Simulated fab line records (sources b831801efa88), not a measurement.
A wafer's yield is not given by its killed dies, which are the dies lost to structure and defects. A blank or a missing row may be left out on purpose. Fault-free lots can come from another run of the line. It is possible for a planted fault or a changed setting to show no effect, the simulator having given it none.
A lot that was struck, set against a sound lot -- flow sky130 -- 16 steps out of a route of 708
Sound: the wafers L711.2, L711.4, L711.5. Wafers L730.1, L730.2, L730.6 were the ones struck. The cause is given at the end.
Each step with rows lists, per side, the tool, then ch with its chambers, then its first start. Under that, the readings that differ: sound wafers -- struck wafers -- difference of the means -- sigmas: that difference in standard deviations of wafers without a fault.
alike: a reading whose means differ by less than 2 such deviations, as well as words and numbers matching on both sides. not compared: withheld readings; readings where some wafer has no value; bounds like >300 that might hide an equal value; numbers whose values overlap and for which the record gives no deviation.
Wherever a step has rows on one side only, a row that says differs or no value, or a row with sigmas, the two part there. Numbers that don't overlap but have no deviation are shown without sigmas and don't part them. A reading missing from all wafers of one side parts the sides only when that side holds two or more wafers.

first, 3 steps without rows for these wafers: SKY_FIELD_ISO_EXPOSE_10 (exposes mask FOM, target cd 150 nm); SKY_FIELD_ISO_PEB_11; SKY_FIELD_ISO_DEVELOP_12 (develop time 60 s).
SKY_FIELD_ISO_CD_MEAS_13: target cd 150 nm.
  sound: cd sem-02 at day 2 08:50; struck: cd sem-02 at day 6 07:34
  alike: cd nm
SKY_FIELD_ISO_ETCH_14: etches BARC in N2/H2, stops on SiO2, time 45.9 s, target depth 60 nm.
  sound on rie diel-03 ch 2,3, day 2 08:56; struck on rie diel-03 ch 0,2,3, day 6 07:41
  alike: drypump motor current A, oes product au, throttle valve pct
  not compared: rf hours counter h
SKY_FIELD_ISO_ETCH_15: etches the open film in CHF3/O2, stops on Si, target depth 180 nm, time 72 s.
  sound on rie diel-03 ch 2,3, day 2 08:58; struck on rie diel-03 ch 0,2,3, day 6 07:43
  alike: drypump motor current A, oes product au, throttle valve pct
  not compared: rf hours counter h
SKY_FIELD_ISO_STRIP_16: strips in O2/N2.
  sound on plasma asher-03 ch 0,1, day 2 09:02; struck on plasma asher-03 ch 0,1, day 6 07:47
  alike: drypump motor current A, oes product au, strip time to endpoint s
  not compared: rf hours counter h
SKY_FIELD_ISO_ETCH_17: etches Si in HBr/Cl2/O2, target depth 342 nm, time 97.7 s.
  sound on rie si-01 ch 1,2,3, day 2 09:08; struck on rie si-01 ch 0,2, day 6 07:53
  alike: drypump motor current A, oes product au, throttle valve pct
  not compared: rf hours counter h
then, 4 steps without rows for these wafers: SKY_FIELD_ISO_WET_ETCH_18 (etches Si3N4 in H3PO4, target depth 25 nm, time 286 s); SKY_FIELD_ISO_CLEAN_19 (cleans in SC1/SC2, time 150 s); SKY_FIELD_ISO_CLEAN_20 (cleans in dHF, time 20 s); SKY_FIELD_ISO_WET_ETCH_21 (etches SiO2 in dHF, target depth 20 nm, time 400 s).
SKY_FIELD_ISO_OXIDATION_22: stabilise 600 s, purge 300 s, target thk 10 nm.
  sound on furnace-01 ch 0, day 2 10:08; struck on furnace-01 ch 0, day 6 10:05
reading,sound,struck,difference,sigmas
model.SiO2_of_FIELD_ISO_OXIDATION_22.thk nm (nm),9.632 9.817 9.732,4.326 4.385 4.378,-5.364,
  alike: zone power bottom pct, zone power centre pct, zone power upper pct
SKY_FIELD_ISO_THK_MEAS_23:
  sound: film metro-03 at day 2 11:19; struck: film metro-01 at day 6 11:15
reading,sound,struck,difference,sigmas
FIELD_ISO_OXIDATION_01_THK (nm),9.64 9.75 9.70,4.33 4.32 4.34,-5.37,-27
then, 1 step without rows for these wafers: SKY_FIELD_ISO_CVD_24 (deposits SiO2, target thk 595 nm, time 99.2 s).
-- record jumps: 44 days separate the struck wafers' starts on either side; left off in module FIELD_ISO, taken up again in module PAD_OPEN, whose first shown step is the route's number 708 --
SKY_PAD_OPEN_PROBE_99:
  sound: prober-01 at day 46 02:32; struck: prober-02 at day 50 10:20
reading,sound,struck,difference,sigmas
model.etest.diode ndiff fingers.leak log10 a cm2,-6.896 -6.62 -6.72,-6.601 -5.85 -6.29,+0.498,
model.etest.diode pdiff fingers.leak log10 a cm2,-6.487 -6.403 -6.364,-6.318 -6.02 -6.173,+0.248,
model.etest.sram nfet pass.off log10 a um,-12.81 -12.69 -12.69,-12.1 -12.08 -12.35,+0.6,
  alike: killed_at_M0_to_M3, killed_at_M4_up, killed at contacts, killed at front end, killed at other, killed dies, killed open, killed short

== WHERE THEY PART ==
Only at SKY_FIELD_ISO_THK_MEAS_23, within this record. Later steps at which nothing parts them and some readings are alike: SKY_PAD_OPEN_PROBE_99.

WHY: what had been put in by the simulator
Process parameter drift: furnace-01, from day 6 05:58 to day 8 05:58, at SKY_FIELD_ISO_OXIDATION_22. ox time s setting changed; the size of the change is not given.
